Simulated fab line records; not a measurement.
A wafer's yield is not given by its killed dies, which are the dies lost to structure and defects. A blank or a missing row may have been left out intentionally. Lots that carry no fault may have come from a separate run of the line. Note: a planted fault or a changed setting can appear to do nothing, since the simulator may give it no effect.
What tool caused it? | flow sfq_line | Sampling: 14 lots, 42 wafers, 2 of 325 route steps

## WHAT THE GAUGES READ, wafer by wafer
The record lacks any reading of a measuring or inspecting step that a usual standard deviation could be used to judge.

## WHICH TOOL RAN EACH LOT (tool, then ch and the chambers of the sampled wafers, then the start)
lot  | SFQ_TRILAYER_L0_LITHO_PEB_008    | SFQ_TRILAYER_L0_VIA_LITHO_EXPOSE_014
L372 | litho_track-02 ch 0, day 2 23:59 | krf_scanner-01 ch 0, day 4 17:33
L376 | litho_track-02 ch 0, day 3 21:36 | krf_scanner-01 ch 0, day 5 17:45
L378 | litho_track-02 ch 0, day 4 12:47 | krf_scanner-01 ch 0, day 6 06:30
L381 | litho_track-02 ch 0, day 5 01:59 | krf_scanner-01 ch 0, day 6 18:30
L385 | litho_track-04, day 6 00:18      | krf_scanner-01, day 7 16:54
L386 | litho_track-01, day 6 05:06      | krf_scanner-01, day 7 21:42
L387 | litho_track-02 ch 0, day 6 09:56 | krf_scanner-01 ch 0, day 8 00:18
L389 | litho_track-04 ch 0, day 6 18:23 | krf_scanner-01 ch 0, day 8 07:54
L390 | litho_track-02 ch 0, day 6 23:06 | krf_scanner-01 ch 0, day 8 15:48
L391 | litho_track-01 ch 0, day 7 05:08 | krf_scanner-01 ch 0, day 8 22:00
L392 | litho_track-02 ch 0, day 7 10:56 | krf_scanner-01 ch 0, day 9 02:48
L393 | litho_track-01 ch 0, day 7 15:44 | krf_scanner-01 ch 0, day 9 07:36
L394 | litho_track-01 ch 0, day 7 19:18 | krf_scanner-01 ch 0, day 9 11:00
L395 | litho_track-02 ch 0, day 8 00:06 | krf_scanner-01 ch 0, day 9 15:48
- SFQ_TRILAYER_L0_LITHO_PEB_008: peb time 60 s.
- SFQ_TRILAYER_L0_VIA_LITHO_EXPOSE_014: exposes mask L0V, target cd 700 nm.

## AS READ BY THE TOOLS THEMSELVES (means over the sampled wafers that have a number; for cases with no such wafer, the mark the record gives instead)
SFQ_TRILAYER_L0_LITHO_PEB_008.
lot  | tool           | chill_plate_temp_C (C) | exhaust_pa (Pa) | resist_line_temp_C (C)
L372 | litho_track-02 | 22.98                  | 45.1            | 23.00
L376 | litho_track-02 | 22.95                  | 45.2            | 23.01
L378 | litho_track-02 | 22.96                  | 46.0            | 22.89
L381 | litho_track-02 | 23.06                  | 45.7            | 22.97
L385 | litho_track-04 | -                      | -               | -
L386 | litho_track-01 | -                      | -               | -
L387 | litho_track-02 | 23.13                  | 45.2            | 23.10
L389 | litho_track-04 | 23.13                  | 46.0            | 22.99
L390 | litho_track-02 | 22.88                  | 45.7            | 23.06
L391 | litho_track-01 | 23.03                  | 45.2            | 23.01
L392 | litho_track-02 | 23.03                  | 45.4            | 22.93
L393 | litho_track-01 | 22.84                  | 44.6            | 22.91
L394 | litho_track-01 | 23.02                  | 44.8            | 23.08
L395 | litho_track-02 | 22.97                  | 46.2            | 23.13

SFQ_TRILAYER_L0_VIA_LITHO_EXPOSE_014.
lot  | tool           | exposure_dose_mJ_cm2 | focus_offset_nm (nm)
L372 | krf_scanner-01 | 21.313               | 0.2
L376 | krf_scanner-01 | 21.278               | 0.1
L378 | krf_scanner-01 | 21.320               | 0.6
L381 | krf_scanner-01 | 21.316               | -0.1
L385 | krf_scanner-01 | -                    | -
L386 | krf_scanner-01 | -                    | -
L387 | krf_scanner-01 | 21.284               | 0.4
L389 | krf_scanner-01 | 21.316               | 0.1
L390 | krf_scanner-01 | 21.290               | -0.2
L391 | krf_scanner-01 | 21.338               | 0.4
L392 | krf_scanner-01 | 21.302               | -0.5
L393 | krf_scanner-01 | 21.320               | 0.2
L394 | krf_scanner-01 | 21.298               | -0.0
L395 | krf_scanner-01 | 21.279               | 0.3

## THE ANSWER, worked out from the rows above alone
Rule: the usual values come from the lots themselves. Put in order of their means at a reading, lots are off if they are a third of the lots or fewer, leave a main group of 4 or more, and stand apart from it by a gap of 3 or more times the standard deviation of the main group's means; of several such gaps the widest counts. If all means in a main group match to the digits the tables above print for the reading, that group is not used. Also off: a lot with no number at a reading for which 4 or more lots have one. Any other lot the step has rows for is counted as sound. First the gauges in route order, then the tools' own readings, where a lot's mean is used as printed above. The first step at which some lot is off is used, and at that step the reading that is off furthest; a lot without a number counts as furthest.
Off: L385, L386, at SFQ_TRILAYER_L0_LITHO_PEB_008 (chill_plate_temp_C). Without a number there: L385, L386. The main group has a mean of 23.00 C with a standard deviation of 0.084.
A tool fits if, at that step or a process step before it, it ran every lot that is off, and no sound lot after the first of them. No candidate that was tried fits.

## WHAT HAD BEEN PUT IN BY THE SIMULATOR
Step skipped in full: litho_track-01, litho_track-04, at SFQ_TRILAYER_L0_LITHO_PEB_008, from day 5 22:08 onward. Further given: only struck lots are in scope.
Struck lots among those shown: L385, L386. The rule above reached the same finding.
